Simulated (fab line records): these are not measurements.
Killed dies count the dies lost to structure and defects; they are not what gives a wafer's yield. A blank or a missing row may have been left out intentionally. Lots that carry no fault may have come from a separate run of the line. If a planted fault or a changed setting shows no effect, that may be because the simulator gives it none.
A struck lot beside a sound one | flow sky130 | 14 out of 708 route steps
Sound: wafers L178.1, L178.4, L178.5. Wafers struck: L187.1, L187.3, L187.6. Last of all comes the cause.
Order at every step that has rows: each side's tool, ch and its chambers, its first start. Under that, the readings that differ: sound wafers | struck wafers | difference of the means | sigmas: that difference in standard deviations of wafers without a fault.
alike: readings whose means differ by less than 2 such deviations, and words and numbers that are the same on both sides. not compared: withheld readings, readings that some wafer has no value for, bounds like >300 that may hide the same value, and numbers for which the record gives no deviation and whose values overlap.
A row with sigmas, a row that says differs or no value, or rows on one side alone: a step with any of these is where the two part. Numbers that don't overlap but have no deviation are shown without sigmas and don't part them. A reading missing from all wafers of one side parts the sides only when that side holds two or more wafers.

first, 3 steps without rows for these wafers: SKY_METAL2_CLEAN_22 (cleans in IPA, time 180 s); SKY_METAL2_CLEAN_23 (cleans in O3/DIW); SKY_VIA2_HDPCVD_00 (deposits SiO2, target thk 1180 nm, time 196.7 s).
SKY_VIA2_THK_MEAS_01:
  struck on film metro-03, day 40 15:59; sound on film metro-01, day 38 05:37
  alike: VIA2_HDPCVD_THK
SKY_VIA2_CMP_02: polishes SiO2.
  sound on cmp-02 ch 0,2,3, day 38 05:47; struck on cmp-01 ch 0,2,3, day 40 16:09
  alike: motor current A
SKY_VIA2_BOW_MEAS_03:
  struck on film metro-04, day 40 16:21; sound on film metro-01, day 38 05:59
  alike: VIA2_BOW
then, 6 steps without rows for these wafers: SKY_VIA2_DEHYDRATE_04 (time 60 s); SKY_VIA2_HMDS_05 (prime time 60 s); SKY_VIA2_COAT_06 (resist thk 60 nm); SKY_VIA2_COAT_07 (resist thk 450 nm); SKY_VIA2_SOFTBAKE_08 (time 90 s); SKY_VIA2_EXPOSE_09 (exposes mask VIM2, target cd 200 nm).
SKY_VIA2_PEB_10:
  sound on litho track-02 ch 0, day 39 06:00; struck on litho track-03, day 41 16:00
  reading         | sound          | struck | difference                    | sigmas
  exhaust pa (Pa) | 44.0 45.1 44.5 | - - -  | no value on the struck wafers |
  not compared: chill plate temp C, resist line temp C
then, 1 step without rows for these wafers: SKY_VIA2_DEVELOP_11 (develop time 60 s).

## WHERE THEY PART
Only at SKY_VIA2_PEB_10, as far as this record shows.

WHY: the cause the simulator had injected
Entire step skipped (litho track-03, SKY_VIA2_PEB_10), from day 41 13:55 onward. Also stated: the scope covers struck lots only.
